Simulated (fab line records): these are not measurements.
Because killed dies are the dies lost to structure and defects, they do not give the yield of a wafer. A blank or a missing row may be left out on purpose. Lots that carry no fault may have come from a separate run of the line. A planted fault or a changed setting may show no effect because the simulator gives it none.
Which tool was responsible? | flow gf180mcu | 14 lots, 40 wafers sampled, at 5 steps of a route of 602

WHAT THE GAUGES SHOWED, per wafer
GF_NSD_OVL_MEAS_08. Usual: NSD_OVL typically reads 0.7 nm, with standard deviation 1.5.
lot  | measured     | on         | NSD_OVL (nm)   | flag
L569 | day 13 09:24 | overlay-02 | 1.2 -0.4 0.1   | 
L570 | day 13 13:43 | overlay-02 | 1.7 0.3 2.9    | 
L572 | day 14 07:35 | overlay-01 | 1.4 1.0 1.6    | 
L576 | day 15 19:37 | overlay-01 | -2.6 -1.3 0.0  | 
L577 | day 16 01:59 | overlay-02 | -0.8 0.3 1.1   | 
L578 | day 16 09:49 | overlay-02 | -0.3 1.5 1.9   | 
L579 | day 16 19:58 | overlay-02 | 2.3 3.3 2.9    | 
L581 | day 17 10:50 | overlay-01 | -0.3 2.4 0.7   | 
L582 | day 17 20:03 | overlay-02 | 3.0 3.0        | 
L583 | day 18 01:16 | overlay-01 | -0.7 -1.9      | 
L584 | day 18 09:40 | overlay-02 | -0.2 -1.9 -0.9 | 
L590 | day 20 22:16 | overlay-01 | 1.2 1.5 1.6    | 
L591 | day 21 02:02 | overlay-01 | -1.2 -1.1 -0.7 | 
L592 | day 21 10:23 | overlay-01 | 2.0 3.0 2.3    | 

GF_PSD_TW_MEAS_11. Usual: PSD_TW typically reads 3187, with standard deviation 21.
lot  | measured     | on           | PSD_TW         | flag
L569 | day 14 06:56 | filmMetro-03 | 3216 3197 3210 | 
L570 | day 14 10:30 | filmMetro-03 | 3218 3211 3192 | 
L572 | day 15 05:01 | filmMetro-03 | 3196 3188 3204 | 
L576 | day 16 19:35 | filmMetro-01 | 3144 3184 3173 | 
L577 | day 17 01:03 | filmMetro-01 | 3171 3163 3166 | 
L578 | day 17 08:38 | filmMetro-01 | 3150 3167 3157 | 
L579 | day 17 19:41 | filmMetro-03 | 3218 3222 3210 | 
L581 | day 18 11:34 | filmMetro-04 | 3200 3201 3195 | 
L582 | day 18 20:32 | filmMetro-04 | 3204 3208      | 
L583 | day 19 02:13 | filmMetro-01 | 3163 3163      | 
L584 | day 19 09:56 | filmMetro-01 | 3152 3171 3183 | 
L590 | day 21 22:08 | filmMetro-04 | 3200 3199 3209 | 
L591 | day 22 02:35 | filmMetro-04 | 3195 3186 3187 | 
L592 | day 22 09:50 | filmMetro-03 | 3202 3206 3199 | 

GF_PSD_RS_MEAS_14: uses a four-point probe to measure. Usual: NSD_RS typically reads 46.12 ohm/sq, with standard deviation 0.081.
lot  | measured     | on           | NSD_RS (ohm/sq)   | flag
L569 | day 14 07:08 | filmMetro-03 | 46.07 46.04 46.06 | 
L570 | day 14 10:41 | filmMetro-04 | 46.30 46.14 46.14 | 
L572 | day 15 05:14 | filmMetro-04 | 46.22 46.19 46.24 | 
L576 | day 16 19:48 | filmMetro-03 | 46.13 46.19 46.19 | 
L577 | day 17 01:16 | filmMetro-04 | 46.14 46.14 46.04 | 
L578 | day 17 08:50 | filmMetro-03 | 46.13 46.28 46.14 | 
L579 | day 17 19:56 | filmMetro-03 | 46.13 46.13 46.15 | 
L581 | day 18 11:47 | filmMetro-04 | 46.20 46.27 46.19 | 
L582 | day 18 20:45 | filmMetro-03 | 46.17 46.91       | OFF
L583 | day 19 02:25 | filmMetro-01 | 46.04 46.97       | OFF
L584 | day 19 10:08 | filmMetro-03 | 46.16 46.93 46.06 | OFF
L590 | day 21 22:22 | filmMetro-03 | 46.01 46.13 46.17 | 
L591 | day 22 02:47 | filmMetro-01 | 46.05 46.12 46.17 | 
L592 | day 22 10:01 | filmMetro-01 | 45.98 46.11 46.09 | 

EACH LOT AND THE TOOL THAT RAN IT (in order: tool; ch and the chambers of the sampled wafers; start)
lot  | GF_HV_LDD_STRIP_49                  | GF_NSD_IMPLANT_10
L569 | plasmaAsher-04 ch 0,1, day 12 10:40 | implanter-04 ch 0, day 13 09:35
L570 | plasmaAsher-04 ch 1, day 12 12:58   | implanter-01 ch 0, day 13 13:54
L572 | plasmaAsher-04 ch 0,1, day 13 07:15 | implanter-03 ch 0, day 14 07:49
L576 | plasmaAsher-02 ch 0,1, day 14 19:18 | implanter-04 ch 0, day 15 19:51
L577 | plasmaAsher-04 ch 0,1, day 15 01:12 | implanter-01 ch 0, day 16 02:13
L578 | plasmaAsher-02 ch 0, day 15 07:54   | implanter-01 ch 0, day 16 09:59
L579 | plasmaAsher-02 ch 0,1, day 15 18:10 | implanter-04 ch 0, day 16 20:08
L581 | plasmaAsher-02 ch 1, day 16 08:19   | implanter-04 ch 0, day 17 11:02
L582 | plasmaAsher-01 ch 0,1, day 16 16:49 | implanter-01 ch 0, day 17 20:16
L583 | plasmaAsher-04 ch 0,1, day 16 22:50 | implanter-01 ch 0, day 18 01:26
L584 | plasmaAsher-04 ch 0,1, day 17 06:02 | implanter-01 ch 0, day 18 09:52
L590 | plasmaAsher-02 ch 0,1, day 19 18:33 | implanter-01 ch 0, day 20 22:31
L591 | plasmaAsher-02 ch 0,1, day 19 23:13 | implanter-01 ch 0, day 21 02:13
L592 | plasmaAsher-01 ch 0,1, day 20 07:25 | implanter-03 ch 0, day 21 10:34
- GF_HV_LDD_STRIP_49: strips in O2/N2.
- GF_NSD_IMPLANT_10

WHAT THE TOOLS THEMSELVES READ (means of the sampled wafers that have a number; where no wafer has one, the mark that the record gives instead)
GF_HV_LDD_STRIP_49. Usual: drypumpMotorCurrentA 5.52 A, standard deviation 0.27; heaterPowerW 344 W, standard deviation 27; n2FlowSccm 300.1 sccm, standard deviation 0.84; oesProductAu 0.716 a.u., standard deviation 0.0041; stripTimeToEndpointS 12.60 s, standard deviation 0.044.
lot  | tool           | drypumpMotorCurrentA (A) | heaterPowerW (W) | n2FlowSccm (sccm) | oesProductAu (a.u.) | stripTimeToEndpointS (s) | flag
L569 | plasmaAsher-04 | 5.49                     | 326              | 301.2             | 0.719               | 12.60                    | 
L570 | plasmaAsher-04 | 5.77                     | 317              | 300.4             | 0.719               | 12.63                    | 
L572 | plasmaAsher-04 | 5.49                     | 322              | 300.1             | 0.713               | 12.56                    | 
L576 | plasmaAsher-02 | 5.22                     | 329              | 300.1             | 0.714               | 12.57                    | 
L577 | plasmaAsher-04 | 5.48                     | 325              | 300.5             | 0.715               | 12.53                    | 
L578 | plasmaAsher-02 | 5.59                     | 355              | 300.2             | 0.716               | 12.48                    | 
L579 | plasmaAsher-02 | 5.22                     | 327              | 300.1             | 0.717               | 12.62                    | 
L581 | plasmaAsher-02 | 5.04                     | 312              | 299.4             | 0.715               | 12.62                    | 
L582 | plasmaAsher-01 | 5.71                     | 377              | 299.2             | 0.712               | 12.62                    | 
L583 | plasmaAsher-04 | 5.55                     | 324              | 299.6             | 0.713               | 12.64                    | 
L584 | plasmaAsher-04 | 5.49                     | 329              | 299.6             | 0.720               | 12.63                    | 
L590 | plasmaAsher-02 | 5.22                     | 327              | 299.7             | 0.714               | 12.62                    | 
L591 | plasmaAsher-02 | 5.21                     | 330              | 300.1             | 0.720               | 12.65                    | 
L592 | plasmaAsher-01 | 5.65                     | 383              | 300.5             | 0.715               | 12.65                    | 

GF_NSD_IMPLANT_10. Usual: beamOnS 9.98 s, standard deviation 0.2; faradayCurrentUA 2793, standard deviation 54.
lot  | tool         | beamOnS (s) | faradayCurrentUA | flag
L569 | implanter-04 | 9.91        | 2810             | 
L570 | implanter-01 | 9.91        | 2811             | 
L572 | implanter-03 | 10.07       | 2763             | 
L576 | implanter-04 | 10.09       | 2761             | 
L577 | implanter-01 | 9.78        | 2848             | 
L578 | implanter-01 | 9.94        | 2804             | 
L579 | implanter-04 | 10.06       | 2773             | 
L581 | implanter-04 | 9.98        | 2790             | 
L582 | implanter-01 | 9.19        | 3053             | OFF
L583 | implanter-01 | 8.96        | 3121             | OFF
L584 | implanter-01 | 9.48        | 2957             | OFF
L590 | implanter-01 | 9.94        | 2801             | 
L591 | implanter-01 | 9.94        | 2811             | 
L592 | implanter-03 | 9.86        | 2821             | 

THE ANSWER, worked out from the rows above alone
Rule: a lot is off if the mean of its wafers that have a number lies more than 3 standard deviations from the usual mean. Also off: a lot with no number at a reading for which 4 or more lots have one. Any other lot the step has rows for is counted as sound. After the gauges, taken in route order, come the tools' own readings; for these a lot's mean is taken, as printed above. At the first step where some lot is off, the reading lying furthest off is the one used; lots without a number count as furthest.
Off: L582, L583, L584, at GF_PSD_RS_MEAS_14 (NSD_RS).
A tool fits if, at a process step before that reading, it ran every lot that is off, and no sound lot after the first of them. The gauges at GF_PSD_RS_MEAS_14 aren't tried: what is off there is off at GF_NSD_IMPLANT_10 too, on other tools, and a gauge's error can't cause that. Not one of the candidates tried fits.

WHAT THE SIMULATOR PUT IN
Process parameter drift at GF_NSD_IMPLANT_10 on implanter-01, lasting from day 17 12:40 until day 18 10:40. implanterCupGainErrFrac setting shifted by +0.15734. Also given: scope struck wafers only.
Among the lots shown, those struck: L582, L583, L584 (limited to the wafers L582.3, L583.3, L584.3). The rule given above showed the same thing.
